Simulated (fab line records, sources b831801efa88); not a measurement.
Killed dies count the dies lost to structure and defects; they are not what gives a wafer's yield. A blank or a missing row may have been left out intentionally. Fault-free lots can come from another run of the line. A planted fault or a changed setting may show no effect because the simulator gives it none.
The tool behind it: which one? / flow gf180mcu / Sampling: 13 lots, 39 wafers, 3 of 602 route steps

== WHAT THE GAUGES SHOWED, per wafer ==
GF_V5_RS_MEAS_24: uses a four-point probe to measure. Usual: for V5_W_RS the level is 0.323 ohm/sq and the standard deviation is 0.0062.
lot=L179; measured=day 28 11:35; on=filmMetro-02; V5_W_RS (ohm/sq)=0.330 0.320 0.331; flag=
lot=L180; measured=day 28 16:14; on=filmMetro-02; V5_W_RS (ohm/sq)=0.326 0.323 0.327; flag=
lot=L181; measured=day 29 01:37; on=filmMetro-02; V5_W_RS (ohm/sq)=0.323 0.325 0.324; flag=
lot=L183; measured=day 29 12:12; on=filmMetro-03; V5_W_RS (ohm/sq)=0.331 0.333 0.319; flag=
lot=L185; measured=day 30 04:53; on=filmMetro-03; V5_W_RS (ohm/sq)=0.331 0.327 0.325; flag=
lot=L186; measured=day 30 10:19; on=filmMetro-03; V5_W_RS (ohm/sq)=0.316 0.323 0.320; flag=
lot=L187; measured=day 31 01:20; on=filmMetro-04; V5_W_RS (ohm/sq)=0.328 0.328 0.331; flag=
lot=L192; measured=day 31 23:37; on=filmMetro-03; V5_W_RS (ohm/sq)=0.315 0.330 0.313; flag=
lot=L195; measured=day 32 22:19; on=filmMetro-02; V5_W_RS (ohm/sq)=0.318 0.319 0.322; flag=
lot=L196; measured=day 32 22:50; on=filmMetro-02; V5_W_RS (ohm/sq)=0.312 0.310 0.325; flag=
lot=L197; measured=day 33 04:46; on=filmMetro-03; V5_W_RS (ohm/sq)=0.316 0.331 0.313; flag=
lot=L198; measured=day 33 12:01; on=filmMetro-02; V5_W_RS (ohm/sq)=0.327 0.330 0.316; flag=
lot=L199; measured=day 34 02:30; on=filmMetro-04; V5_W_RS (ohm/sq)=0.328 0.328 0.324; flag=

== WHICH TOOL RAN EACH LOT (tool, then ch and the chambers of the sampled wafers, then the start) ==
lot=L179; GF_V5_CVD_02=pecvd-04 ch 0,2, day 27 13:11; GF_V5_ETCH_17=rieDiel-03 ch 1,2, day 28 11:35 or earlier
lot=L180; GF_V5_CVD_02=pecvd-02 ch 0,1, day 27 19:10; GF_V5_ETCH_17=rieDiel-03 ch 0,2,3, day 28 16:14 or earlier
lot=L181; GF_V5_CVD_02=pecvd-02 ch 0,2, day 28 05:09; GF_V5_ETCH_17=rieDiel-01 ch 1,2, day 29 01:37 or earlier
lot=L183; GF_V5_CVD_02=pecvd-02 ch 1,2, day 28 15:20; GF_V5_ETCH_17=rieDiel-04 ch 0,1, day 29 12:12 or earlier
lot=L185; GF_V5_CVD_02=pecvd-01 ch 0,1,2, day 29 08:07; GF_V5_ETCH_17=rieDiel-03 ch 1,2, day 30 04:53 or earlier
lot=L186; GF_V5_CVD_02=pecvd-01 ch 0,1, day 29 13:50; GF_V5_ETCH_17=rieDiel-04 ch 1,2,3, day 30 10:19 or earlier
lot=L187; GF_V5_CVD_02=pecvd-02 ch 0,1,2, day 30 05:35; GF_V5_ETCH_17=rieDiel-03 ch 1,3, day 31 01:20 or earlier
lot=L192; GF_V5_CVD_02=pecvd-01 ch 0,1,2, day 31 05:11; GF_V5_ETCH_17=rieDiel-01 ch 0,1,2, day 31 23:37 or earlier
lot=L195; GF_V5_CVD_02=pecvd-02 ch 0,1,2, day 32 03:29; GF_V5_ETCH_17=rieDiel-01 ch 1,2,3, day 32 22:19 or earlier
lot=L196; GF_V5_CVD_02=pecvd-01 ch 0,1,2, day 32 04:52; GF_V5_ETCH_17=rieDiel-04 ch 1,3, day 32 22:50 or earlier
lot=L197; GF_V5_CVD_02=pecvd-01 ch 1,2, day 32 10:45; GF_V5_ETCH_17=rieDiel-01 ch 2,3, day 33 04:46 or earlier
lot=L198; GF_V5_CVD_02=pecvd-04 ch 0,1,2, day 32 19:28; GF_V5_ETCH_17=rieDiel-03 ch 0,1,3, day 33 12:01 or earlier
lot=L199; GF_V5_CVD_02=pecvd-01 ch 0,2, day 33 09:34; GF_V5_ETCH_17=rieDiel-01 ch 2,3, day 34 02:30 or earlier
- GF_V5_CVD_02: deposits SiO2 from TEOS, target thk 1450 nm, time 163.28 s.
- GF_V5_ETCH_17: etches SiO2 in C4F8/O2/Ar, stops on TiN, target depth 855 nm.

== WHAT THE TOOLS THEMSELVES READ (means of the sampled wafers that have a number; where no wafer has one, the mark that the record gives instead) ==
GF_V5_CVD_02. Usual: heaterPowerOuterW 370 W, standard deviation 53; heaterPowerW 611 W, standard deviation 70; rfFwdPowerW 597.6 W, standard deviation 2.2.
lot=L179; tool=pecvd-04; heaterPowerOuterW (W)=425; heaterPowerW (W)=665; rfFwdPowerW (W)=598.2; flag=
lot=L180; tool=pecvd-02; heaterPowerOuterW (W)=370; heaterPowerW (W)=638; rfFwdPowerW (W)=596.0; flag=
lot=L181; tool=pecvd-02; heaterPowerOuterW (W)=329; heaterPowerW (W)=594; rfFwdPowerW (W)=598.0; flag=
lot=L183; tool=pecvd-02; heaterPowerOuterW (W)=365; heaterPowerW (W)=605; rfFwdPowerW (W)=597.7; flag=
lot=L185; tool=pecvd-01; heaterPowerOuterW (W)=383; heaterPowerW (W)=638; rfFwdPowerW (W)=595.4; flag=
lot=L186; tool=pecvd-01; heaterPowerOuterW (W)=357; heaterPowerW (W)=601; rfFwdPowerW (W)=597.3; flag=
lot=L187; tool=pecvd-02; heaterPowerOuterW (W)=344; heaterPowerW (W)=574; rfFwdPowerW (W)=596.6; flag=
lot=L192; tool=pecvd-01; heaterPowerOuterW (W)=360; heaterPowerW (W)=604; rfFwdPowerW (W)=594.8; flag=
lot=L195; tool=pecvd-02; heaterPowerOuterW (W)=369; heaterPowerW (W)=615; rfFwdPowerW (W)=596.6; flag=
lot=L196; tool=pecvd-01; heaterPowerOuterW (W)=342; heaterPowerW (W)=594; rfFwdPowerW (W)=598.6; flag=
lot=L197; tool=pecvd-01; heaterPowerOuterW (W)=310; heaterPowerW (W)=529; rfFwdPowerW (W)=599.0; flag=
lot=L198; tool=pecvd-04; heaterPowerOuterW (W)=398; heaterPowerW (W)=641; rfFwdPowerW (W)=597.3; flag=
lot=L199; tool=pecvd-01; heaterPowerOuterW (W)=381; heaterPowerW (W)=642; rfFwdPowerW (W)=597.3; flag=

GF_V5_ETCH_17. Usual: oesProductAu 0.865 a.u., standard deviation 0.0045; rfFwdPowerW 1494 W, standard deviation 5.2.
lot=L179; tool=rieDiel-03; oesProductAu (a.u.)=0.863; rfFwdPowerW (W)=1489; flag=
lot=L180; tool=rieDiel-03; oesProductAu (a.u.)=0.864; rfFwdPowerW (W)=1488; flag=
lot=L181; tool=rieDiel-01; oesProductAu (a.u.)=0.866; rfFwdPowerW (W)=1492; flag=
lot=L183; tool=rieDiel-04; oesProductAu (a.u.)=0.864; rfFwdPowerW (W)=1492; flag=
lot=L185; tool=rieDiel-03; oesProductAu (a.u.)=0.862; rfFwdPowerW (W)=1490; flag=
lot=L186; tool=rieDiel-04; oesProductAu (a.u.)=0.864; rfFwdPowerW (W)=1491; flag=
lot=L187; tool=rieDiel-03; oesProductAu (a.u.)=0.869; rfFwdPowerW (W)=1484; flag=
lot=L192; tool=rieDiel-01; oesProductAu (a.u.)=0.865; rfFwdPowerW (W)=1495; flag=
lot=L195; tool=rieDiel-01; oesProductAu (a.u.)=0.864; rfFwdPowerW (W)=1493; flag=
lot=L196; tool=rieDiel-04; oesProductAu (a.u.)=0.863; rfFwdPowerW (W)=1498; flag=
lot=L197; tool=rieDiel-01; oesProductAu (a.u.)=0.872; rfFwdPowerW (W)=1491; flag=
lot=L198; tool=rieDiel-03; oesProductAu (a.u.)=0.867; rfFwdPowerW (W)=1491; flag=
lot=L199; tool=rieDiel-01; oesProductAu (a.u.)=0.860; rfFwdPowerW (W)=1494; flag=

== THE ANSWER, worked out from the rows above alone ==
Rule: take the mean of a lot's wafers that have a number; if it is more than 3 standard deviations from the usual mean, the lot is off. A lot without any number at a reading at which 4 lots or more have one is off too. Where the step has rows for the other lots, those lots are counted as sound. After the gauges, taken in route order, come the tools' own readings; for these a lot's mean is taken, as printed above. At the first step where some lot is off, the reading lying furthest off is the one used; lots without a number count as furthest.
No lot is off on any of the readings shown, so nothing can be concluded from this.

== WHAT WAS PUT IN BY THE SIMULATOR ==
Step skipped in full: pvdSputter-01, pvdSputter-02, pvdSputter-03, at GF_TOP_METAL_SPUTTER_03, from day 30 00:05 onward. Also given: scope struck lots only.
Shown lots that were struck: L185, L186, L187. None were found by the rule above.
